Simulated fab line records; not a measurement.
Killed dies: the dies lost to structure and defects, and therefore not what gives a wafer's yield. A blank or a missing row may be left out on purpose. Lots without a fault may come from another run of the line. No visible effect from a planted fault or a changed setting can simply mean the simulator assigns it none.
The tool behind it: which one? -- flow sky130 -- 13 lots, 39 wafers sampled, at 5 steps of a route of 708

== WHAT THE GAUGES SHOWED, per wafer ==
No reading from a measuring or inspecting step in the record can be judged against a usual standard deviation.

== TOOL THAT RAN EACH LOT (tool first, then ch and the chambers of the sampled wafers, then the start) ==
lot,SKY_SD_N_CLEAN_13,SKY_LOCAL_INTERCONNECT_ETCH_13,SKY_CONTACT_CMP_04,SKY_CONTACT_SPUTTER_23,SKY_PAD_OPEN_PROBE_99
L747,"wet bench-02 ch 1, day 28 00:56","rie metal-01 ch 0,1, day 30 11:39","cmp-02 ch 1,2,3, day 30 12:35","pvd sputter-03, day 31 17:01",-
L748,"wet bench-02 ch 2, day 28 01:34","rie metal-02 ch 0, day 30 12:40","cmp-02 ch 1,2,3, day 30 13:43","pvd sputter-03, day 31 18:12",-
L749,"wet bench-01 ch 0, day 28 17:56","rie metal-03 ch 1, day 31 05:31","cmp-02 ch 0,2,3, day 31 06:56","pvd sputter-03, day 32 11:20",-
L750,"wet bench-02 ch 0, day 29 02:10","rie metal-01 ch 0, day 31 12:18","cmp-01 ch 1,2, day 31 13:16","pvd sputter-04, day 32 17:20",-
L751,"wet bench-01 ch 3, day 29 04:26","rie metal-02 ch 0, day 31 14:43","cmp-02 ch 2,3, day 31 15:42","pvd sputter-03, day 32 19:27",-
L754,"wet bench-01 ch 0, day 31 01:27","rie metal-02 ch 0,1, day 33 10:14","cmp-01 ch 0,1,2, day 33 11:11","pvd sputter-04, day 34 15:46",-
L757,"wet bench-01 ch 0, day 31 12:32","rie metal-03 ch 0, day 33 21:13","cmp-02 ch 0,1,2, day 33 22:39","pvd sputter-03, day 35 02:26",-
L758,"wet bench-02 ch 0, day 32 01:17","rie metal-01 ch 0,1, day 34 09:03","cmp-01 ch 0,1,3, day 34 10:36","pvd sputter-01, day 35 14:12",-
L766,"wet bench-01 ch 0, day 34 09:08","rie metal-03 ch 0,1, day 36 16:36","cmp-01 ch 0,1,2, day 36 17:40","pvd sputter-04, day 37 20:35",-
L767,"wet bench-01 ch 2, day 34 09:26","rie metal-01 ch 0,1, day 36 17:25","cmp-01 ch 1,2, day 36 18:28","pvd sputter-04, day 37 21:43","prober-02, day 50 07:40"
L768,"wet bench-01 ch 3, day 34 15:46","rie metal-03 ch 0,1, day 36 23:43","cmp-01 ch 0,3, day 37 00:49","pvd sputter-04, day 38 04:07",-
L769,"wet bench-02 ch 1, day 34 21:37","rie metal-01 ch 0,1, day 37 04:53","cmp-01 ch 1,2,3, day 37 05:51","pvd sputter-01, day 38 09:18",-
L770,"wet bench-02 ch 2, day 35 09:58","rie metal-01 ch 0,1, day 37 17:18","cmp-01 ch 0,2,3, day 37 18:14","pvd sputter-01, day 38 20:41",-
- SKY_SD_N_CLEAN_13: cleans in SC1/SC2, time 150 s.
- SKY_LOCAL_INTERCONNECT_ETCH_13: etches BARC in N2/H2, stops on SiO2, time 45.9 s, target depth 60 nm.
- SKY_CONTACT_CMP_04: polishes SiO2.
- SKY_CONTACT_SPUTTER_23: material TiN, target thk 20 nm, time 80 s.
- SKY_PAD_OPEN_PROBE_99

== WHAT THE TOOLS THEMSELVES READ (means of the sampled wafers that have a number; where no wafer has one, the mark that the record gives instead) ==
SKY_SD_N_CLEAN_13.
lot,tool,run length s (s),temp c (C)
L747,wet bench-02,175,70.28
L748,wet bench-02,176,69.78
L749,wet bench-01,183,70.09
L750,wet bench-02,175,69.86
L751,wet bench-01,175,70.07
L754,wet bench-01,185,69.97
L757,wet bench-01,177,69.99
L758,wet bench-02,175,69.89
L766,wet bench-01,77,69.95
L767,wet bench-01,75,70.02
L768,wet bench-01,83,70.08
L769,wet bench-02,183,70.08
L770,wet bench-02,176,69.74

SKY_LOCAL_INTERCONNECT_ETCH_13.
lot,tool,drypump motor current A (A),oes product au (a.u.),throttle valve pct (%)
L747,rie metal-01,6.2,0.856,13.225
L748,rie metal-02,6.1,0.856,13.226
L749,rie metal-03,5.0,0.855,13.225
L750,rie metal-01,5.4,0.856,13.218
L751,rie metal-02,6.1,0.854,13.226
L754,rie metal-02,6.0,0.856,13.226
L757,rie metal-03,6.4,0.860,13.225
L758,rie metal-01,6.2,0.856,13.224
L766,rie metal-03,5.5,0.850,13.217
L767,rie metal-01,6.2,0.857,13.224
L768,rie metal-03,5.5,0.856,13.220
L769,rie metal-01,6.2,0.859,13.231
L770,rie metal-01,6.2,0.859,13.223

SKY_CONTACT_CMP_04.
lot,tool,motor current A (A),time to endpoint s (s)
L747,cmp-02,12.8,85
L748,cmp-02,13.0,83
L749,cmp-02,12.6,85
L750,cmp-01,10.9,80
L751,cmp-02,13.1,83
L754,cmp-01,11.0,79
L757,cmp-02,11.9,87
L758,cmp-01,11.6,77
L766,cmp-01,11.3,79
L767,cmp-01,10.8,76
L768,cmp-01,12.0,77
L769,cmp-01,10.9,82
L770,cmp-01,11.4,80

SKY_CONTACT_SPUTTER_23.
lot,tool,throttle valve pct (%)
L747,pvd sputter-03,31.1
L748,pvd sputter-03,31.0
L749,pvd sputter-03,30.8
L750,pvd sputter-04,30.1
L751,pvd sputter-03,31.0
L754,pvd sputter-04,30.0
L757,pvd sputter-03,30.9
L758,pvd sputter-01,30.0
L766,pvd sputter-04,30.1
L767,pvd sputter-04,30.0
L768,pvd sputter-04,29.8
L769,pvd sputter-01,29.9
L770,pvd sputter-01,30.1

SKY_PAD_OPEN_PROBE_99.
lot,tool,killed_at_M0_to_M3,killed_at_M4_up,killed at contacts,killed at front end,killed at other,killed dies,killed open,killed short
L767,prober-02,37,1.0,15,19,0.0,72,38,34

== THE ANSWER, worked out from the rows above alone ==
Rule: the lots themselves supply what counts as usual. Put in order of their means at a reading, lots are off if they are a third of the lots or fewer, leave a main group of 4 or more, and stand apart from it by a gap of 3 or more times the standard deviation of the main group's means; of several such gaps the widest counts. A main group is skipped when, at the precision printed for the reading in the tables above, its means are all equal. A lot without any number at a reading at which 4 lots or more have one is off too. The other lots that the step has rows for count as sound. The gauges are gone through in route order, then the tools' own readings, and for those a lot's mean is taken as printed above. The first step at which some lot is off is used, and at that step the reading that is off furthest; a lot without a number counts as furthest.
Off: L766, L767, L768 (SKY_SD_N_CLEAN_13, run length s). Mean 178 s and standard deviation 3.8 in the main group.
If a tool, at that step or one of the process steps before it, ran each lot that is off and ran no sound lot following the first of them, it fits. One candidate fits, namely wet bench-01 at SKY_SD_N_CLEAN_13. A fault onset in the window from L757 (day 31 12:32, its last sound lot) to L766 (day 34 09:08, its first lot off) fits.
On the lots that are off, the tool's own readings at SKY_SD_N_CLEAN_13 differ by more than 5 times the standard deviation of the sound lots' means, which bears it out; run length s reads 78 s there versus 178 s on the sound lots.

== WHAT THE SIMULATOR PUT IN ==
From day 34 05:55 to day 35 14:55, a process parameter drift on wet bench-01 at SKY_SD_N_CLEAN_13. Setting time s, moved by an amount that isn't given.
Shown lots that were struck: L766, L767, L768. The rule above found the same.
